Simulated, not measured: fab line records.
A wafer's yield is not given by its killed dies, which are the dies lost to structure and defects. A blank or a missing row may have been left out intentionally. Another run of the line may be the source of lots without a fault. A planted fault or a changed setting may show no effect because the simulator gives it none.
Chamber matching	flow gf180mcu	GF_V1_CMP_26 on cmp-01 has 4 sister chambers
The step polishes, stops on SiO2, t overpolish 15 s, target thk 0 nm. 8 wafers are shown with their chamber, then 12 later ones without.

== WAFERS, EACH WITH ITS CHAMBER ==
wafer	chamber	motor-current-A (A)	time-to-endpoint-s (s)
L084.2	0	11.7	87
L085.2	1	11.1	88
L088.3	1	11.5	88
L088.4	2	10.8	80
L088.5	3	10.3	82
L090.3	0	11.6	91
L090.5	3	10.5	85
L090.6	2	10.5	85

== WAFERS WHOSE CHAMBER IS MISSING ==
wafer	motor-current-A (A)	time-to-endpoint-s (s)
L091.2	10.2	87
L091.3	11.8	93
L091.4	11.3	92
L093.2	10.7	82
L093.3	10.2	86
L093.5	11.7	91
L095.2	11.7	89
L095.4	11.0	85
L095.6	10.5	83
L097.1	11.1	82
L097.2	10.7	91
L097.4	10.9	86

== THE CHAMBER EACH PASSED THROUGH ==
wafer	from the rows above	in truth
L091.2	can't be placed: 3 or 2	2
L091.3	can't be placed: 0 or 1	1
L091.4	can't be placed: 1 or 0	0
L093.2	can't be placed: 2 or 3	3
L093.3	can't be placed: 3 or 2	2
L093.5	can't be placed: 0 or 1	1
L095.2	can't be placed: 0 or 1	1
L095.4	can't be placed: 1 or 2 or 3 or 0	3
L095.6	can't be placed: 3 or 2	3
L097.1	can't be placed: 2 or 1 or 3 or 0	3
L097.2	can't be placed: 1 or 3 or 2 or 0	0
L097.4	can't be placed: 2 or 1 or 3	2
Placed correctly: 0 of 12. These rows do not allow placing 12 (true chamber among the candidates in 12). Number placed wrongly: 0.
How it was worked out, from the rows above alone: a wafer's distance from a chamber is the root of the sum, over the readings, of the square of ((its reading less the chamber's mean) divided by the reading's scatter). If the next closest chamber is less than 2 further off than the closest, the wafer can't be placed; otherwise it belongs to the closest. For every chamber, the mean is computed from those of its wafers that are shown. The scatter: take each reading less its chamber's mean, square it, sum over the shown wafers, divide by the number of wafers less the number of chambers, and take the root.
